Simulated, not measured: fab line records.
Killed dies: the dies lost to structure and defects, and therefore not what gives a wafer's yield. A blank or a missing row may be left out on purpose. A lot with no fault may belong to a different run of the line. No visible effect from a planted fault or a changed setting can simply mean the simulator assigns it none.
What tool caused it? -- flow sky130 -- Sampling: 11 lots, 33 wafers, 4 of 708 route steps

== WHAT THE GAUGES SHOWED, per wafer ==
SKY_VIA4_THK_MEAS_01.
lot,measured,on,VIA4_HDPCVD_THK (nm)
L701,day 42 06:25,film-metro-02,1805 1768 1819
L702,day 43 04:55,film-metro-01,1735 1743 1768
L703,day 43 05:41,film-metro-01,1757 1776 1714
L705,day 43 07:40,film-metro-01,1821 1808 1777
L710,day 45 08:35,film-metro-01,1767 1733 1769
L708,day 45 11:08,film-metro-01,1783 1773 1770
L707,day 45 16:41,film-metro-01,1771 1772 1772
L711,day 45 17:28,film-metro-01,1791 1750 1784
L715,day 45 23:10,film-metro-02,3417 1760 3411
L721,day 47 04:15,film-metro-03,1746 1802 1783
L723,day 47 19:43,film-metro-02,1719 1768 1741

== TOOL THAT RAN EACH LOT (tool first, then ch and the chambers of the sampled wafers, then the start) ==
lot,SKY_METAL4_SPUTTER_04,SKY_CAP2M_SPUTTER_02,SKY_VIA4_HDPCVD_00
L701,"pvd-sputter-02, day 40 04:58","pvd-sputter-04, day 40 05:06","hdpcvd-02 ch 0,2, day 42 06:14"
L702,"pvd-sputter-03, day 41 03:02","pvd-sputter-04, day 41 03:10","hdpcvd-02 ch 0,2, day 43 04:44"
L703,"pvd-sputter-02, day 41 03:42","pvd-sputter-04, day 41 03:50","hdpcvd-01 ch 0,1,2, day 43 05:31"
L705,"pvd-sputter-02, day 41 06:20","pvd-sputter-04, day 41 06:28","hdpcvd-01 ch 0,1, day 43 07:28"
L710,"pvd-sputter-04, day 43 10:56","pvd-sputter-01, day 43 11:05","hdpcvd-02 ch 0,1,2, day 45 08:23"
L708,"pvd-sputter-03, day 43 13:40","pvd-sputter-02, day 43 13:48","hdpcvd-02 ch 0,1, day 45 10:57"
L707,"pvd-sputter-02, day 43 18:28","pvd-sputter-04, day 43 18:35","hdpcvd-02 ch 0,1, day 45 16:29"
L711,"pvd-sputter-02, day 43 19:42","pvd-sputter-01, day 43 19:50","hdpcvd-01 ch 1,2, day 45 17:16"
L715,"pvd-sputter-03, day 44 01:35","pvd-sputter-02, day 44 01:43","hdpcvd-01 ch 0,1,2, day 45 22:59"
L721,"pvd-sputter-02, day 45 08:31","pvd-sputter-01, day 45 08:40","hdpcvd-02 ch 0,1,2, day 47 04:04"
L723,"pvd-sputter-03, day 45 23:53","pvd-sputter-02, day 46 00:01","hdpcvd-02 ch 1,2, day 47 19:27"
- SKY_METAL4_SPUTTER_04: material TiN, target thk 70 nm, time 58.3 s.
- SKY_CAP2M_SPUTTER_02: material TiN, target thk 200 nm, time 166.7 s.
- SKY_VIA4_HDPCVD_00: deposits SiO2, target thk 1750 nm, time 291.7 s.

== THE ANSWER, worked out from the rows above alone ==
Rule: usual is defined by the lots themselves. Put in order of their means at a reading, lots are off if they are a third of the lots or fewer, leave a main group of 4 or more, and stand apart from it by a gap of 3 or more times the standard deviation of the main group's means; of several such gaps the widest counts. If all means in a main group match to the digits the tables above print for the reading, that group is not used. A lot without any number at a reading at which 4 lots or more have one is off too. Where the step has rows for the other lots, those lots are counted as sound.
Off: at SKY_VIA4_THK_MEAS_01 (VIA4_HDPCVD_THK), L715. Mean 1770 nm and standard deviation 19 in the main group.
If a tool, at a process step before that reading, ran all the lots that are off and no sound lot after the first of them, it fits. The gauges at SKY_VIA4_THK_MEAS_01 are tried like those tools. One candidate fits, namely hdpcvd-01 at SKY_VIA4_HDPCVD_00. Its last sound lot is L711 (day 45 17:16), its first lot that is off L715 (day 45 22:59): a fault that began between those two fits.

== WHAT WAS PUT IN BY THE SIMULATOR ==
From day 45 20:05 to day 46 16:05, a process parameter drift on hdpcvd-01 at SKY_VIA4_HDPCVD_00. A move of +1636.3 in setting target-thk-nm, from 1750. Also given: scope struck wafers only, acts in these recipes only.
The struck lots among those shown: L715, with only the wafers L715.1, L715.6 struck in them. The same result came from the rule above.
